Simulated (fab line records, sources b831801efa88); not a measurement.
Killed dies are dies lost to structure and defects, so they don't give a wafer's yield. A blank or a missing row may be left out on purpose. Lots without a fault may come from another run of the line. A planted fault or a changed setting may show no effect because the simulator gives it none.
fab line records | flow gf180mcu | part 2 of 2: steps 27 to 38 of 38
record lots=5 wafers=15 last_day=33
route steps=602 shown M4@456 V4@476
lots that met no fault: from a run of the same line without faults
start_h: hours from the record's first day to the start of the lot's first wafer shown | wait_h: hours since the lot's step before | " the same as in the row above | L1.1+2: a row that stands for several wafers | - no value, or no start given | * or withheld: withheld | < > ~ a bound
route shown NAME@n: a module of which the file shows steps, and the number in the route of the first | usual: mean/standard deviation of fault-free wafers | same: alike in all rows | chamber/n: place in a boat | sites: the reading at each site | _std_site: their standard deviation | _edge_site: outer sites' mean less inner sites' | radius_mm: how far each site lies from the wafer's centre | mask NAME#n: copy n | behind: the tool/chamber that last shaped the wafer | hold: why the lot was held/for how many hours/how that ended | device: the transistor (n, p or np) that didn't switch | end of line: the same wafers' tests at the end of the route | a step without rows: its recipe alone | killed: dies lost to structure and defects at the first sort, not the wafer's yield | map: a wafer's dies, x killed, . not, _ none there
set.NAME: the setting as run; set.NAME@STEP: as run at that earlier step | model.NAME: the simulator's own value behind a step, which no gauge read
lots at some steps of the route; a table a step, a row a wafer
services: from which hour (start_h, from the record's first day; less than 0 if before it) a tool's chamber was out of use, for how many hours, and why
## steps
# step GF_V4_DEHYDRATE_06
# recipe temp_c=200 time_s=60
# same time_s=60
# columns lot.wafer tool chamber start_h wait_h
L078.2+5+6 litho_track-02 0 582.71 10.3
L079.1+4+6 litho_track-03 0 594.74 10.0
L081.2+3+5 litho_track-03 0 619.11 9.4
L085.3+4+5 litho_track-01 0 636.60 10.1
L091.3+4+6 litho_track-02 0 678.73 9.6
# step GF_V4_HMDS_07
# recipe prime_time_s=60 prime_temp_c=120
# columns lot.wafer tool chamber start_h wait_h
L078.2+5+6 litho_track-02 0 582.86 0.1
L079.1+4+6 litho_track-03 0 594.89 0.1
L081.2+3+5 litho_track-03 0 619.26 0.1
L085.3+4+5 litho_track-01 0 636.75 0.1
L091.3+4+6 litho_track-02 0 678.88 0.1
# step GF_V4_COAT_08
# recipe resist=BARC temp_c=withheld time_s=withheld spin_rpm=withheld resist_thk_nm=withheld
# columns lot.wafer tool chamber start_h wait_h
L078.2+5+6 litho_track-02 0 583.01 0.1
L079.1+4+6 litho_track-03 0 595.04 0.1
L081.2+3+5 litho_track-03 0 619.41 0.1
L085.3+4+5 litho_track-01 0 636.90 0.1
L091.3+4+6 litho_track-02 0 679.03 0.1
# step GF_V4_COAT_09
# recipe resist=KrF spin_rpm=withheld resist_thk_nm=1000
# columns lot.wafer tool chamber start_h wait_h
L078.2+5+6 litho_track-02 0 - -
L079.1+4+6 litho_track-03 0 - -
L081.2+3+5 litho_track-03 0 - -
L085.3+4+5 litho_track-01 0 - -
L091.3+4+6 litho_track-02 0 - -
# step GF_V4_SOFTBAKE_10
# recipe temp_c=130 time_s=60 resist=KrF
# same time_s=60
# columns lot.wafer tool chamber start_h wait_h
L078.2+5+6 litho_track-02 0 - -
L079.1+4+6 litho_track-03 0 - -
L081.2+3+5 litho_track-03 0 - -
L085.3+4+5 litho_track-01 0 - -
L091.3+4+6 litho_track-02 0 - -
# step GF_V4_EXPOSE_11
# recipe mask_id=Via4 target_cd_nm=260 na=0.68 source_shape=conventional sigma_outer=0.6 dose_mj=38
# usual exposure_dose_mJ_cm2=38.00/0.036 stage_vel_mm_s=499.99/0.23
# columns lot.wafer tool chamber start_h wait_h mask exposure_dose_mJ_cm2 stage_vel_mm_s
L078.2 krf_scanner-01 0 - - Via4#0 38.00 500.28
L078.5 " 0 " " Via4#0 37.99 500.39
L078.6 " 0 " " Via4#0 37.99 500.28
L079.1 krf_scanner-01 0 - - Via4#0 37.96 500.35
L079.4 " 0 " " Via4#0 37.96 500.38
L079.6 " 0 " " Via4#0 38.03 500.03
L081.2 krf_scanner-02 0 - - Via4#0 37.92 500.24
L081.3 " 0 " " Via4#0 37.98 500.16
L081.5 " 0 " " Via4#0 37.99 500.28
L085.3 krf_scanner-02 0 - - Via4#0 38.09 499.96
L085.4 " 0 " " Via4#0 38.04 500.09
L085.5 " 0 " " Via4#0 37.99 500.19
L091.3 krf_scanner-01 0 - - Via4#0 38.01 500.08
L091.4 " 0 " " Via4#0 38.02 499.88
L091.6 " 0 " " Via4#0 38.04 500.04
# step GF_V4_PEB_12
# recipe peb_temp_c=135 peb_time_s=90 resist=KrF
# columns lot.wafer tool chamber start_h wait_h
L078.2+5+6 litho_track-03 0 - -
L079.1+4+6 litho_track-03 0 - -
L081.2+3+5 litho_track-02 0 - -
L085.3+4+5 litho_track-02 0 - -
L091.3+4+6 litho_track-03 0 - -
# step GF_V4_DEVELOP_13
# recipe develop_time_s=60 resist=KrF dev_temp_c=21
# columns lot.wafer tool chamber start_h wait_h
L078.2+5+6 litho_track-03 0 593.36 0.2
L079.1+4+6 litho_track-03 0 605.39 0.2
L081.2+3+5 litho_track-02 0 629.41 0.2
L085.3+4+5 litho_track-02 0 646.63 0.1
L091.3+4+6 litho_track-03 0 688.29 0.1
# step GF_V4_CD_MEAS_14
# recipe target_cd_nm=260
# usual cd_nm=260.4/1.1
# columns lot.wafer tool chamber start_h wait_h cd_nm
L078.2 cd_sem-02 - 593.51 0.1 262.9
L078.5 " - " " 262.5
L078.6 " - " " 262.4
L079.1 cd_sem-02 - 605.54 0.1 260.2
L079.4 " - " " 260.8
L079.6 " - " " 259.4
L081.2 cd_sem-02 - 629.55 0.1 260.3
L081.3 " - " " 259.5
L081.5 " - " " 260.4
L085.3 cd_sem-01 - 646.77 0.1 259.4
L085.4 " - " " 259.9
L085.5 " - " " 260.2
L091.3 cd_sem-01 - 688.43 0.1 259.8
L091.4 " - " " 260.9
L091.6 " - " " 260.3
# step GF_V4_OVL_MEAS_15
# usual V4_OVL=1/5
# columns lot.wafer tool chamber start_h wait_h V4_OVL[nm]
L078.2 overlay-01 - 593.62 0.1 8
L078.5 " - " " 5
L078.6 " - " " 8
L079.1 overlay-02 - 605.66 0.1 3
L079.4 " - " " -2
L079.6 " - " " 0
L081.2 overlay-02 - 629.66 0.1 1
L081.3 " - " " 4
L081.5 " - " " 3
L085.3 overlay-01 - 646.87 0.1 0
L085.4 " - " " 3
L085.5 " - " " 6
L091.3 overlay-02 - 688.52 0.1 -2
L091.4 " - " " -4
L091.6 " - " " -6
# step GF_V4_ETCH_16
# recipe chemistry=N2/H2 target_depth_a=withheld overetch_a=withheld time_s=withheld target=BARC ion_energy_ev=200 source_w=500 bias_w=100 pressure_mtorr=30 n2_flow_sccm=100 h2_flow_sccm=200
# usual drypump_motor_current_A=5.8/0.38 n2_flow_sccm=100.0/0.3 oes_product_au=0.855/0.005 throttle_valve_pct=13.225/0.0089
# columns lot.wafer tool chamber start_h wait_h drypump_motor_current_A n2_flow_sccm oes_product_au throttle_valve_pct
L078.2 rie_diel-04 0 593.65 0.0 5.5 100.2 0.855 13.226
L078.5 " 2 " " 6.0 99.8 0.844 13.235
L078.6 " 1 " " 5.5 99.7 0.853 13.214
L079.1 rie_diel-03 0 605.70 0.0 6.2 100.1 0.856 13.232
L079.4 " 0 " " 6.2 100.2 0.856 13.225
L079.6 " 0 " " 6.2 100.2 0.861 13.225
L081.2 rie_diel-03 1 629.69 0.0 5.3 100.4 0.855 13.229
L081.3 " 1 " " 5.3 100.0 0.861 13.219
L081.5 " 1 " " 5.3 100.0 0.858 13.213
L085.3 rie_diel-01 2 646.89 0.0 6.3 100.5 0.859 13.217
L085.4 " 0 " " 6.1 100.2 0.854 13.223
L085.5 " 3 " " 6.0 100.0 0.854 13.212
L091.3 rie_diel-04 0 688.54 0.0 5.5 100.3 0.861 13.227
L091.4 " 1 " " 5.5 100.1 0.846 13.238
L091.6 " 0 " " 5.5 99.9 0.853 13.215
# step GF_V4_ETCH_17
# recipe chemistry=C4F8/O2/Ar mask_material=KrF target=SiO2 stop_on=TiN source_w=1500 bias_w=1200 pressure_mtorr=40 c4f8_flow_sccm=withheld O2_flow_sccm=6 Ar_flow_sccm=300 time_s=withheld target_depth_a=6300
# usual oes_product_au=0.856/0.0045
# columns lot.wafer tool chamber start_h wait_h oes_product_au
L078.2 rie_diel-04 0 - - 0.845
L078.5 " 2 " " 0.857
L078.6 " 1 " " 0.854
L079.1 rie_diel-03 0 - - 0.859
L079.4 " 0 " " 0.853
L079.6 " 0 " " 0.851
L081.2 rie_diel-03 1 - - 0.856
L081.3 " 1 " " 0.853
L081.5 " 1 " " 0.847
L085.3 rie_diel-01 2 - - 0.856
L085.4 " 0 " " 0.855
L085.5 " 3 " " 0.855
L091.3 rie_diel-04 0 - - 0.861
L091.4 " 1 " " 0.857
L091.6 " 0 " " 0.861
## services
# columns tool chamber start_h hours kind
hdpcvd-01 1 531.88 4.7 repair
hdpcvd-02 - 539.25 15.0 pm
rie_diel-03 - 555.13 28.1 pm
krf_scanner-02 - 557.08 0.8 repair
krf_scanner-01 - 566.27 3.6 pm
rie_metal-02 0 567.37 9.2 repair
krf_scanner-01 - 569.83 1.3 pm
cmp-02 - 572.00 4.0 pm
krf_scanner-01 - 576.05 0.8 pm
rie_diel-04 - 578.12 10.9 repair
krf_scanner-02 - 583.96 0.8 pm
rie_diel-03 2 588.51 30.4 repair
rie_diel-01 3 594.67 22.1 repair
wet_bench-02 - 595.36 12.2 repair
rie_diel-03 1 598.41 11.7 repair
krf_scanner-02 - 607.72 1.3 pm
pvd_sputter-01 - 636.76 1.4 repair
hdpcvd-02 - 637.01 1.6 repair
cmp-02 - 638.57 1.8 repair
rie_diel-04 - 650.37 2.8 pm
hdpcvd-02 - 673.53 5.5 pm
krf_scanner-01 - 679.61 1.0 pm
pecvd-01 - 680.29 28.1 pm
cmp-02 - 685.78 1.0 repair
